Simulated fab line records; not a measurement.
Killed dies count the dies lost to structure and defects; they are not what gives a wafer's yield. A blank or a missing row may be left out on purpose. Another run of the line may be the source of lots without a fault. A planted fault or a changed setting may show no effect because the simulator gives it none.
What tool caused it? / flow sky130 / 13 lots with 39 wafers sampled at 2 steps, on a route of 708 steps

== WHAT THE GAUGES SHOWED, per wafer ==
SKY_VIA4_THK_MEAS_01.
lot=L363; measured=day 41 10:42; on=film_metro-02; VIA4_HDPCVD_THK (nm)=1754 1745 1728
lot=L364; measured=day 42 06:08; on=film_metro-01; VIA4_HDPCVD_THK (nm)=1774 1753 1765
lot=L365; measured=day 42 07:19; on=film_metro-02; VIA4_HDPCVD_THK (nm)=1736 1763 1754
lot=L368; measured=day 43 05:37; on=film_metro-01; VIA4_HDPCVD_THK (nm)=1749 1765 1741
lot=L369; measured=day 43 16:13; on=film_metro-01; VIA4_HDPCVD_THK (nm)=1734 1733 1744
lot=L376; measured=day 45 12:28; on=film_metro-02; VIA4_HDPCVD_THK (nm)=1747 1742 1740
lot=L380; measured=day 46 07:08; on=film_metro-02; VIA4_HDPCVD_THK (nm)=1734 1735 1740
lot=L381; measured=day 46 17:40; on=film_metro-03; VIA4_HDPCVD_THK (nm)=1776 1765 1773
lot=L382; measured=day 46 19:33; on=film_metro-01; VIA4_HDPCVD_THK (nm)=1763 1728 1742
lot=L383; measured=day 47 02:23; on=film_metro-03; VIA4_HDPCVD_THK (nm)=1765 1770 1768
lot=L384; measured=day 47 05:43; on=film_metro-01; VIA4_HDPCVD_THK (nm)=1790 1778 1770
lot=L385; measured=day 47 09:50; on=film_metro-03; VIA4_HDPCVD_THK (nm)=1753 1753 1760
lot=L386; measured=day 47 12:01; on=film_metro-01; VIA4_HDPCVD_THK (nm)=1755 1745 1748

== WHICH TOOL RAN EACH LOT (tool, then ch and the chambers of the sampled wafers, then the start) ==
lot=L363; SKY_FIELD_ISO_ETCH_15=rie_diel-02 ch 0,2, day 2 02:57
lot=L364; SKY_FIELD_ISO_ETCH_15=rie_diel-02 ch 2,3, day 2 11:56
lot=L365; SKY_FIELD_ISO_ETCH_15=rie_diel-02 ch 1,2,3, day 2 15:42
lot=L368; SKY_FIELD_ISO_ETCH_15=rie_diel-02 ch 1,2,3, day 3 08:24
lot=L369; SKY_FIELD_ISO_ETCH_15=rie_diel-01 ch 2,3, day 3 11:32
lot=L376; SKY_FIELD_ISO_ETCH_15=rie_diel-04 ch 1,2,3, day 5 00:17
lot=L380; SKY_FIELD_ISO_ETCH_15=rie_diel-02 ch 0,1,3, day 5 21:39
lot=L381; SKY_FIELD_ISO_ETCH_15=rie_diel-01 ch 1,2,3, day 6 03:49
lot=L382; SKY_FIELD_ISO_ETCH_15=rie_diel-04 ch 0,1,3, day 6 08:33
lot=L383; SKY_FIELD_ISO_ETCH_15=rie_diel-01 ch 0,1,2, day 6 12:26
lot=L384; SKY_FIELD_ISO_ETCH_15=rie_diel-02 ch 0,1,3, day 6 19:33
lot=L385; SKY_FIELD_ISO_ETCH_15=rie_diel-02 ch 1,3, day 6 21:50
lot=L386; SKY_FIELD_ISO_ETCH_15=rie_diel-01 ch 0,2,3, day 7 02:50
- SKY_FIELD_ISO_ETCH_15: etches the open film in CHF3/O2, stops on Si, target depth 180 nm, time 72 s.

== AS READ BY THE TOOLS THEMSELVES (means over the sampled wafers that have a number; for cases with no such wafer, the mark the record gives instead) ==
SKY_FIELD_ISO_ETCH_15.
lot=L363; tool=rie_diel-02; drypump_motor_current_A (A)=6.0; oes_product_au (a.u.)=0.941; throttle_valve_pct (%)=8.845
lot=L364; tool=rie_diel-02; drypump_motor_current_A (A)=6.2; oes_product_au (a.u.)=0.938; throttle_valve_pct (%)=8.838
lot=L365; tool=rie_diel-02; drypump_motor_current_A (A)=6.0; oes_product_au (a.u.)=0.930; throttle_valve_pct (%)=8.835
lot=L368; tool=rie_diel-02; drypump_motor_current_A (A)=5.9; oes_product_au (a.u.)=0.933; throttle_valve_pct (%)=8.844
lot=L369; tool=rie_diel-01; drypump_motor_current_A (A)=5.8; oes_product_au (a.u.)=0.945; throttle_valve_pct (%)=8.839
lot=L376; tool=rie_diel-04; drypump_motor_current_A (A)=5.4; oes_product_au (a.u.)=0.933; throttle_valve_pct (%)=8.849
lot=L380; tool=rie_diel-02; drypump_motor_current_A (A)=5.7; oes_product_au (a.u.)=0.941; throttle_valve_pct (%)=8.844
lot=L381; tool=rie_diel-01; drypump_motor_current_A (A)=5.9; oes_product_au (a.u.)=0.941; throttle_valve_pct (%)=8.846
lot=L382; tool=rie_diel-04; drypump_motor_current_A (A)=5.5; oes_product_au (a.u.)=0.947; throttle_valve_pct (%)=8.841
lot=L383; tool=rie_diel-01; drypump_motor_current_A (A)=5.9; oes_product_au (a.u.)=0.936; throttle_valve_pct (%)=8.845
lot=L384; tool=rie_diel-02; drypump_motor_current_A (A)=5.7; oes_product_au (a.u.)=0.946; throttle_valve_pct (%)=8.849
lot=L385; tool=rie_diel-02; drypump_motor_current_A (A)=5.7; oes_product_au (a.u.)=0.944; throttle_valve_pct (%)=8.844
lot=L386; tool=rie_diel-01; drypump_motor_current_A (A)=5.8; oes_product_au (a.u.)=0.940; throttle_valve_pct (%)=8.834

== THE ANSWER, worked out from the rows above alone ==
Rule: the lots themselves supply what counts as usual. The widest of any qualifying gaps counts: lots, ordered by their means at a reading, are off when they make up no more than a third of the lots, leave a main group of 4 or more, and stand apart from it by 3 or more times the standard deviation of that group's means. A main group is skipped when, at the precision printed for the reading in the tables above, its means are all equal. Also off: a lot with no number at a reading for which 4 or more lots have one. All remaining lots with rows at the step are treated as sound. First the gauges in route order, then the tools' own readings, where a lot's mean is used as printed above. The first step at which some lot is off is used, and at that step the reading that is off furthest; a lot without a number counts as furthest.
No lot is off on any of the readings shown, so nothing can be concluded from this.

== WHAT WAS PUT IN BY THE SIMULATOR ==
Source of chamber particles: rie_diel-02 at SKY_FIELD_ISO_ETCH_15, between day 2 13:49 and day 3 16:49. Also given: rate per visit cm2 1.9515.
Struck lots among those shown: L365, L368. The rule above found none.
